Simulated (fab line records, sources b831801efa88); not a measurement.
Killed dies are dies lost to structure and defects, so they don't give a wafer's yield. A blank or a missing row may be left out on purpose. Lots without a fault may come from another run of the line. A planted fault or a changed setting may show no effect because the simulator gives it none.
A struck lot beside a sound one | flow sky130 | 22 steps out of a route of 708
Sound: wafers L708.1, L708.3, L708.5. Struck: wafer L718.5. (L718.1, L718.2 of the same lot were not struck and are left out.) The cause comes at the end.
At each step with rows: each side's tool, then ch and its chambers, then its first start. Under that, the readings that differ: sound wafers | struck wafers | difference of the means | sigmas: that difference in standard deviations of wafers without a fault.
alike: readings whose means differ by less than 2 such deviations, and words and numbers that are the same on both sides. not compared: withheld readings, readings that some wafer has no value for, bounds like >300 that may hide the same value, and numbers for which the record gives no deviation and whose values overlap.
The two part at a step that has a row with sigmas, a row that says differs or no value, or rows on one side only. Numbers that don't overlap but have no deviation are shown without sigmas and don't part them. A reading that every wafer of one side lacks parts them only if that side has two wafers or more.

SKY_METAL4_ETCH_17: etches SiO2 in C4F8/O2/Ar, stops on TiN, time 3.9 s, target depth 15 nm.
  sound on rie_diel-04 ch 0,1,3, day 44 13:45; struck on rie_diel-04 ch 2, day 47 04:30
  alike: oes_product_au
  not compared: rf_hours_counter_h
SKY_METAL4_METAL_ETCH_18: etches the open film in Cl2/BCl3, stops on SiO2, target depth 845 nm, time 183.1 s.
  sound on rie_metal-01 ch 0,1, day 44 13:46; struck on rie_metal-01 ch 0, day 47 04:31
  alike: drypump_motor_current_A, oes_product_au, throttle_valve_pct
  not compared: rf_hours_counter_h
SKY_METAL4_STRIP_19: strips in O2/N2.
  sound on plasma_asher-04 ch 0,1, day 44 13:56; struck on plasma_asher-01 ch 0, day 47 04:41
  reading                     | sound             | struck | difference | sigmas
  drypump_motor_current_A (A) | 5.2 4.9 5.2       | 5.9    | +0.8       | +2
  oes_product_au (a.u.)       | 0.502 0.502 0.499 | 0.485  | -0.016     | -3
  alike: n2_flow_sccm, o2_flow_sccm, strip_time_to_endpoint_s
  not compared: rf_hours_counter_h
then, 4 steps without rows for these wafers: SKY_METAL4_STRIP_20 (strips in post etch residue remover, time 1200 s); SKY_METAL4_CLEAN_21 (cleans in IPA, time 180 s); SKY_METAL4_CLEAN_22 (cleans in O3/DIW); SKY_VIA4_HDPCVD_00 (deposits SiO2, target thk 1750 nm, time 291.7 s).
SKY_VIA4_THK_MEAS_01:
  sound on film_metro-01, day 44 14:43; struck on film_metro-01, day 47 05:36
  alike: VIA4_HDPCVD_THK
SKY_VIA4_CMP_02: polishes SiO2.
  sound on cmp-02 ch 0,1, day 44 14:49; struck on cmp-02 ch 1, day 47 05:54
  alike: motor_current_A
SKY_VIA4_BOW_MEAS_03:
  sound on film_metro-04, day 44 15:04; struck on film_metro-01, day 47 06:09
  alike: VIA4_BOW
then, 2 steps without rows for these wafers: SKY_VIA4_DEHYDRATE_04 (time 60 s); SKY_VIA4_HMDS_05 (prime time 60 s).
SKY_VIA4_COAT_06: resist thk 1140 nm.
  sound on litho_track-04 ch 0, day 45 02:25; struck on litho_track-03 ch 0, day 47 15:13
  reading                                   | sound          | struck | difference | sigmas
  model.NOVOLAK_of_VIA4_COAT_06.thk_nm (nm) | 1139 1140 1139 | 1034   | -105       |
then, 4 steps without rows for these wafers: SKY_VIA4_SOFTBAKE_07 (time 60 s); SKY_VIA4_EXPOSE_08 (exposes mask VIM4, target cd 800 nm); SKY_VIA4_PEB_09; SKY_VIA4_DEVELOP_10 (develop time 60 s).
SKY_VIA4_OVL_MEAS_11:
  sound on overlay-01, day 45 12:37; struck on overlay-01, day 48 01:55
  alike: VIA4_OVL
SKY_VIA4_ETCH_12: etches SiO2 in C4F8/O2/Ar, stops on TiN, target depth 580 nm.
  sound on rie_diel-02 ch 0,1,3, day 45 12:39; struck on rie_diel-04 ch 3, day 48 01:57
  reading                                   | sound             | struck | difference | sigmas
  model.NOVOLAK_of_VIA4_COAT_06.thk_nm (nm) | 1005 1005 1005    | 902    | -103       |
  model.VIA4.cd_nm (nm)                     | 798.6 799.1 799.3 | 809.4  | +10.4      |
  alike: oes_product_au
SKY_VIA4_STRIP_13: strips in O2/N2.
  sound on plasma_asher-01 ch 0,1, day 45 12:43; struck on plasma_asher-03 ch 0, day 48 02:01
  reading                      | sound             | struck | difference | sigmas
  strip_time_to_endpoint_s (s) | 12.80 12.81 12.80 | 11.61  | -1.19      | -37
  alike: drypump_motor_current_A, n2_flow_sccm, o2_flow_sccm, oes_product_au
  not compared: rf_hours_counter_h
then, 1 step without rows for these wafers: SKY_VIA4_STRIP_14 (strips in post etch residue remover, time 1200 s).
SKY_PAD_OPEN_PROBE_99:
  the record has rows for the sound wafers here (prober-01, day 48 07:25) and none for the struck ones

WHERE THEY PART
First at SKY_METAL4_STRIP_19; last, within this record, at SKY_PAD_OPEN_PROBE_99.

WHY: what the simulator had put in
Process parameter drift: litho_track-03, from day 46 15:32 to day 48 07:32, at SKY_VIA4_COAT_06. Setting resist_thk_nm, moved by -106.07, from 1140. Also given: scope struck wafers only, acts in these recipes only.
